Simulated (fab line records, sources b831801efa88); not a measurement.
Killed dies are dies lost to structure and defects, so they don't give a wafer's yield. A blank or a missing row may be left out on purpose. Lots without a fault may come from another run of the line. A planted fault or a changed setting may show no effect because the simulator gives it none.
fab line records | flow sky130
record lots=11 wafers=33 last_day=50
route steps=708 shown METAL3@567 METAL4@598 PAD_OPEN@708
lots that met no fault: from a run of the same line without faults
start_h: hours from the record's first day to the start of the lot's first wafer shown | wait_h: hours since the lot's step before | " the same as in the row above | L1.1+2: a row that stands for several wafers | - no value, or no start given | * or withheld: withheld | < > ~ a bound
route shown NAME@n: a module of which the file shows steps, and the number in the route of the first | usual: mean/standard deviation of fault-free wafers | same: alike in all rows | chamber/n: place in a boat | sites: the reading at each site | _std_site: their standard deviation | _edge_site: outer sites' mean less inner sites' | radius_mm: how far each site lies from the wafer's centre | mask NAME#n: copy n | behind: the tool/chamber that last shaped the wafer | hold: why the lot was held/for how many hours/how that ended | device: the transistor (n, p or np) that didn't switch | end of line: the same wafers' tests at the end of the route | a step without rows: its recipe alone | killed: dies lost to structure and defects at the first sort, not the wafer's yield | map: a wafer's dies, x killed, . not, _ none there
set.NAME: the setting as run; set.NAME@STEP: as run at that earlier step | model.NAME: the simulator's own value behind a step, which no gauge read
steps of the route over a sample of lots; a table a step, a row a wafer
services: from which hour (start_h, from the record's first day; less than 0 if before it) a tool's chamber was out of use, for how many hours, and why
## steps
# step SKY_METAL3_ETCH_17
# recipe target=SiO2 stop_on=TiN chemistry=C4F8/O2/Ar source_w=1500 bias_w=1200 pressure_mtorr=40 c4f8_flow_sccm=withheld O2_flow_sccm=6 Ar_flow_sccm=300 time_s=3.9 target_depth_a=150
# usual oes_product_au=0.754/0.0065
# columns lot.wafer tool chamber start_h wait_h oes_product_au rf_hours_counter_h
L501.1 rie_diel-01 1 890.97 0.1 0.761 11
L501.3 " 3 " " 0.759 8
L501.5 " 1 " " 0.763 -
L502.3 rie_diel-03 2 918.51 0.0 0.744 6
L502.4 " 0 " " 0.744 -
L502.5 " 2 " " 0.749 -
L503.2 rie_diel-03 2 932.98 0.1 0.750 7
L503.5 " 1 " " 0.766 -
L503.6 " 0 " " 0.756 -
L506.1 rie_diel-03 0 957.45 0.1 0.746 3
L506.3 " 1 " " 0.748 5
L506.5 " 3 " " 0.748 -
L508.1 rie_diel-01 1 959.11 0.1 0.746 13
L508.4 " 1 " " 0.759 -
L508.6 " 0 " " 0.763 -
L515.2 rie_diel-02 2 1004.78 0.1 0.754 18
L515.3 " 0 " " 0.750 10
L515.5 " 3 " " 0.769 -
L517.4 rie_diel-03 0 1009.37 0.0 0.755 4
L517.5 " 1 " " 0.764 -
L517.6 " 2 " " 0.756 -
L518.2 rie_diel-01 0 1019.38 0.1 0.759 3
L518.4 " 1 " " 0.757 15
L518.5 " 0 " " 0.756 -
L522.1 rie_diel-03 3 1047.07 0.1 0.752 13
L522.4 " 1 " " 0.755 -
L522.6 " 3 " " 0.763 -
L521.1 rie_diel-01 3 1049.52 0.1 0.750 14
L521.4 " 2 " " 0.751 12
L521.6 " 0 " " 0.755 -
L524.2 rie_diel-03 1 1061.07 0.1 0.748 8
L524.3 " 2 " " 0.754 10
L524.5 " 3 " " 0.757 -
# step SKY_METAL4_SPUTTER_00
# recipe material=Ti target_thk_nm=15 power_w=3000 time_s=10 chamber_pressure_pa=0.4
# usual throttle_valve_pct=29.7/0.67
# columns lot.wafer tool chamber start_h wait_h throttle_valve_pct
L501.1 pvd_sputter-04 - 919.30 0.2 30.4
L501.3 " - " " 29.6
L501.5 " - " " 29.9
L502.3 pvd_sputter-04 - 945.94 0.1 29.8
L502.4 " - " " 29.8
L502.5 " - " " 30.1
L503.2 pvd_sputter-04 - 959.65 0.1 29.9
L503.5 " - " " 30.0
L503.6 " - " " 30.7
L506.1 pvd_sputter-04 - 984.40 0.1 29.6
L506.3 " - " " 30.3
L506.5 " - " " 29.5
L508.1 pvd_sputter-03 - 985.97 0.2 29.1
L508.4 " - " " 30.2
L508.6 " - " " 29.5
L515.2 pvd_sputter-03 - 1030.48 0.1 28.4
L515.3 " - " " 30.3
L515.5 " - " " 28.8
L517.4 pvd_sputter-04 - 1035.25 0.3 30.6
L517.5 " - " " 30.0
L517.6 " - " " 30.0
L518.2 pvd_sputter-04 - 1044.51 0.1 29.6
L518.4 " - " " 29.8
L518.5 " - " " 29.7
L522.1 pvd_sputter-01 - 1071.75 0.2 29.1
L522.4 " - " " 28.7
L522.6 " - " " 30.6
L521.1 pvd_sputter-03 - 1073.61 0.1 30.0
L521.4 " - " " 29.9
L521.6 " - " " 28.9
L524.2 pvd_sputter-03 - 1085.09 0.1 30.0
L524.3 " - " " 28.3
L524.5 " - " " 30.0
# step SKY_METAL4_SPUTTER_02
# recipe material=AlCu target_thk_nm=735 power_w=10220 time_s=39.1 chamber_pressure_pa=0.4
# usual throttle_valve_pct=29.7/0.67
# columns lot.wafer tool chamber start_h wait_h throttle_valve_pct
L501.1 pvd_sputter-04 - 919.35 0.0 30.7
L501.3 " - " " 29.8
L501.5 " - " " 30.0
L502.3 pvd_sputter-04 - 945.99 0.0 29.9
L502.4 " - " " 29.7
L502.5 " - " " 30.0
L503.2 pvd_sputter-04 - 959.70 0.0 30.0
L503.5 " - " " 30.1
L503.6 " - " " 30.4
L506.1 pvd_sputter-04 - 984.45 0.0 29.7
L506.3 " - " " 30.6
L506.5 " - " " 29.4
L508.1 pvd_sputter-03 - 986.02 0.0 29.4
L508.4 " - " " 30.3
L508.6 " - " " 29.4
L515.2 pvd_sputter-03 - 1030.53 0.0 28.4
L515.3 " - " " 30.1
L515.5 " - " " 29.0
L517.4 pvd_sputter-04 - 1035.31 0.0 30.4
L517.5 " - " " 30.2
L517.6 " - " " 30.3
L518.2 pvd_sputter-04 - 1044.56 0.0 29.5
L518.4 " - " " 29.7
L518.5 " - " " 29.5
L522.1 pvd_sputter-01 - 1071.80 0.0 29.3
L522.4 " - " " 28.5
L522.6 " - " " 30.8
L521.1 pvd_sputter-03 - 1073.66 0.0 30.3
L521.4 " - " " 30.1
L521.6 " - " " 28.9
L524.2 pvd_sputter-03 - 1085.14 0.0 29.9
L524.3 " - " " 28.2
L524.5 " - " " 30.2
# step SKY_METAL4_OVL_MEAS_14
# usual METAL4_OVL=0/5.1
# columns lot.wafer tool chamber start_h wait_h METAL4_OVL[nm]
L501.1 overlay-01 - 968.26 0.1 1
L501.3 " - " " -5
L501.5 " - " " -3
L502.3 overlay-02 - 993.57 0.1 -4
L502.4 " - " " -2
L502.5 " - " " 0
L503.2 overlay-02 - 1007.41 0.1 -1
L503.5 " - " " 9
L503.6 " - " " 1
L506.1 overlay-02 - 1031.06 0.1 4
L506.3 " - " " 2
L506.5 " - " " -1
L508.1 overlay-02 - 1031.77 0.1 2
L508.4 " - " " 10
L508.6 " - " " 8
L515.2 overlay-02 - 1074.27 0.1 -3
L515.3 " - " " -7
L515.5 " - " " -4
L517.4 overlay-01 - 1078.65 0.1 -2
L517.5 " - " " -1
L517.6 " - " " 4
L518.2 overlay-02 - 1086.26 0.1 -9
L518.4 " - " " 0
L518.5 " - " " -4
L522.1 overlay-01 - 1113.16 0.1 10
L522.4 " - " " -2
L522.6 " - " " 4
L521.1 overlay-02 - 1115.97 0.1 -8
L521.4 " - " " -7
L521.6 " - " " -1
L524.2 overlay-02 - 1127.07 0.1 8
L524.3 " - " " 5
L524.5 " - " " -3
# step SKY_METAL4_METAL_ETCH_18
# recipe target_depth_a=8450 stop_on=SiO2 over_etch_frac=0.3 time_s=183.1 chemistry=Cl2/BCl3 resist_sidewall_deg=88 pressure_mtorr=10 icp_w=900 bias_w=48.5 Cl2_flow_sccm=60 bcl3_flow_sccm=30
# usual drypump_motor_current_A=6.0/0.48 oes_product_au=0.852/0.0056 throttle_valve_pct=22.265/0.0089
# columns lot.wafer tool chamber start_h wait_h drypump_motor_current_A oes_product_au rf_hours_counter_h throttle_valve_pct
L501.1 rie_metal-03 0 968.45 0.0 5.2 0.858 17 22.257
L501.3 " 1 " " 5.4 0.852 - 22.276
L501.5 " 0 " " 5.2 0.857 - 22.258
L502.3 rie_metal-02 0 993.81 0.1 5.4 0.858 - 22.275
L502.4 " 1 " " 5.7 0.856 - 22.265
L502.5 " 1 " " 5.7 0.861 - 22.257
L503.2 rie_metal-02 1 1007.58 0.0 5.7 0.856 12 22.265
L503.5 " 0 " " 5.4 0.850 - 22.264
L503.6 " 1 " " 5.7 0.856 - 22.254
L506.1 rie_metal-03 1 1031.25 0.0 5.5 0.850 19 22.263
L506.3 " 1 " " 5.5 0.857 - 22.268
L506.5 " 1 " " 5.5 0.852 - 22.259
L508.1 rie_metal-01 1 1031.95 0.0 6.6 0.850 10 22.257
L508.4 " 1 " " 6.5 0.858 - 22.272
L508.6 " 0 " " 6.3 0.859 - 22.283
L515.2 rie_metal-02 0 1074.45 0.0 5.4 0.845 24 22.258
L515.3 " 1 " " 5.7 0.846 - 22.262
L515.5 " 1 " " 5.7 0.848 - 22.269
L517.4 rie_metal-02 1 1078.87 0.1 5.7 0.854 - 22.267
L517.5 " 0 " " 5.4 0.846 - 22.273
L517.6 " 1 " " 5.7 0.929 - 22.269
L518.2 rie_metal-01 0 1086.44 0.0 6.3 0.839 20 22.261
L518.4 " 1 " " 6.5 0.942 - 22.264
L518.5 " 0 " " 6.3 0.862 - 22.270
L522.1 rie_metal-01 0 1113.35 0.0 6.3 0.849 22 22.258
L522.4 " 0 " " 6.3 0.846 - 22.276
L522.6 " 0 " " 6.3 0.848 - 22.263
L521.1 rie_metal-01 0 1116.28 0.0 6.3 0.844 22 22.269
L521.4 " 1 " " 6.5 0.854 - 22.261
L521.6 " 0 " " 6.3 0.854 - 22.268
L524.2 rie_metal-03 0 1127.31 0.1 5.2 0.862 - 22.265
L524.3 " 0 " " 5.2 0.860 - 22.263
L524.5 " 0 " " 5.2 0.861 - 22.259
# step SKY_PAD_OPEN_PROBE_99
# usual defect_limited_yield=82.3/2.1 killed_at_M0_to_M3=43/7.4 killed_at_M4_up=3.1/1.8 killed_at_contacts=26/5.6 killed_at_front_end=15/4.9 killed_at_other=0.2/0.44 killed_dies=87/10 killed_open=48/7.6 killed_short=39/6.2 sort_bin_3_pad_short=0.9/0.43 sort_bin_5_function=10.5/1.5 sort_bin_6_memory=6.3/1.2 sort_n_pass=405/10 sort_yield_pct=82.3/2.1
# same gross_dies=492 killed_at_back_side=0 sort_bin_4_leakage[%]=0 sort_bin_8_speed[%]=0
# columns lot.wafer tool chamber start_h wait_h defect_limited_yield[%] killed_at_M0_to_M3 killed_at_M4_up killed_at_contacts killed_at_front_end killed_at_other killed_dies killed_open killed_short sort_bin_3_pad_short[%] sort_bin_5_function[%] sort_bin_6_memory[%] sort_n_pass sort_yield_pct[%]
L515.3 prober-01 - 1159.10 0.2 81.5 44 2 25 20 0 91 48 43 1.0 10.2 7.3 401 81.5
L517.4 prober-01 - 1163.03 0.2 80.5 49 3 33 11 0 96 52 44 1.6 11.2 6.7 396 80.5
L517.5 prober-01 - 1163.08 0.2 81.3 46 4 21 21 0 92 62 30 0.4 13.6 4.7 400 81.3
L517.6 prober-01 - 1163.13 0.2 79.1 49 2 36 15 1 103 58 44 1.2 12.4 7.3 389 79.1
L521.6 prober-02 - 1192.94 0.2 81.5 52 7 21 11 0 91 52 39 0.6 12.0 5.9 401 81.5
L524.2 prober-01 - 1201.65 0.1 81.1 45 3 34 11 0 93 54 39 1.2 10.4 7.3 399 81.1
L524.3 prober-01 - 1201.70 0.2 83.7 43 1 26 10 0 80 46 34 0 10.2 6.1 412 83.7
L524.5 prober-01 - 1201.80 0.2 84.6 40 3 19 14 0 76 43 32 1.0 9.1 5.3 416 84.6
# killed by level:class
L515.3 VIA3:geometric_particle:open=11 FIELD_ISO:geometric_particle:open=7 CONTACT:geometric_particle:open=7 VIA1:geometric_particle:open=7 FIELD_ISO:geometric_particle:short=6 LOCAL_INTERCONNECT:geometric_particle:short=6 METAL2:geometric_particle:short=6 LI_CONTACT:geometric_particle:short=5
L517.4 CONTACT:geometric_particle:short=11 VIA3:geometric_particle:open=11 VIA1:geometric_particle:open=11 LI_CONTACT:geometric_particle:open=7 LOCAL_INTERCONNECT:geometric_particle:short=6 CONTACT:geometric_particle:open=6 VIA2:geometric_particle:open=6 METAL1:geometric_particle:short=5
L517.5 VIA1:geometric_particle:open=16 POLY_GATE:geometric_particle:open=10 VIA2:geometric_particle:open=9 CONTACT:geometric_particle:open=8 VIA3:geometric_particle:open=7 FIELD_ISO:geometric_particle:open=6 LI_CONTACT:geometric_particle:open=6 VIA1:geometric_particle:short=4
L517.6 CONTACT:geometric_particle:open=15 VIA1:geometric_particle:open=12 VIA2:geometric_particle:open=9 VIA3:geometric_particle:open=8 LI_CONTACT:geometric_particle:open=7 LI_CONTACT:geometric_particle:short=6 VIA1:geometric_particle:short=6 POLY_GATE:geometric_particle:short=5
L521.6 VIA1:geometric_particle:open=16 CONTACT:geometric_particle:open=9 METAL2:geometric_particle:short=6 VIA2:geometric_particle:open=6 LI_CONTACT:geometric_particle:open=5 VIA2:geometric_particle:short=5 METAL3:geometric_particle:short=4 LI_CONTACT:geometric_particle:short=4
L524.2 CONTACT:geometric_particle:open=14 VIA2:geometric_particle:open=9 LI_CONTACT:geometric_particle:open=8 VIA1:geometric_particle:open=7 METAL1:geometric_particle:short=6 METAL2:geometric_particle:short=6 CONTACT:geometric_particle:short=5 VIA3:geometric_particle:open=5
L524.3 CONTACT:geometric_particle:open=11 LI_CONTACT:geometric_particle:open=9 VIA1:geometric_particle:open=8 VIA3:geometric_particle:short=8 METAL1:geometric_particle:short=5 VIA2:geometric_particle:open=5 VIA2:geometric_particle:short=4 VIA3:geometric_particle:open=4
L524.5 CONTACT:geometric_particle:open=9 VIA1:geometric_particle:open=9 METAL2:geometric_particle:short=8 LI_CONTACT:geometric_particle:open=7 METAL1:geometric_particle:short=6 FIELD_ISO:geometric_particle:short=5 POLY_GATE:geometric_particle:open=5 VIA2:geometric_particle:open=4
## services
# columns tool chamber start_h hours kind
rie_metal-01 1 875.61 3.7 repair
rie_diel-03 3 878.38 67.6 repair
rie_diel-01 2 886.68 11.1 repair
rie_metal-03 0 892.96 24.6 repair
rie_diel-03 2 895.43 3.3 repair
rie_diel-03 2 903.37 2.9 repair
rie_metal-03 - 910.28 0.4 repair
rie_metal-02 1 917.19 34.6 repair
rie_diel-01 3 932.80 6.5 repair
rie_diel-01 2 952.34 8.8 repair
rie_metal-01 - 966.51 2.8 pm
pvd_sputter-03 - 966.55 3.4 repair
rie_metal-01 - 975.36 3.6 repair
rie_metal-01 - 982.06 14.6 pm
rie_diel-01 1 983.92 4.2 repair
rie_diel-01 - 1001.54 0.6 repair
rie_diel-01 0 1012.29 3.8 repair
pvd_sputter-04 - 1020.83 1.3 repair
rie_metal-02 0 1028.91 2.1 repair
rie_diel-03 2 1031.18 2.8 repair
rie_diel-03 2 1043.70 5.8 repair
rie_diel-03 - 1088.80 2.8 pm
rie_diel-01 0 1096.20 10.7 repair
rie_metal-01 - 1111.18 0.4 repair
## key
first_sign step=SKY_METAL4_METAL_ETCH_18 reading=oes_product_au direction=up sigmas=15 usual=0.852 struck=0.935
effect none on later readings
met_at SKY_METAL4_SPUTTER_02
struck_lots L517,L518
struck_wafers L517.6,L518.4
not_acting_at SKY_METAL3_ETCH_17,SKY_METAL4_SPUTTER_00,SKY_METAL4_OVL_MEAS_14
onset_between 945.99 1035.31
fault kind=process_parameter_drift tool=pvd_sputter-04 chamber=- onset_h=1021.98 steps=SKY_METAL4_SPUTTER_02 channel=time_s offset=* shape=step end_h=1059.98 acts_in=* stated=* scope=struck_wafers_only
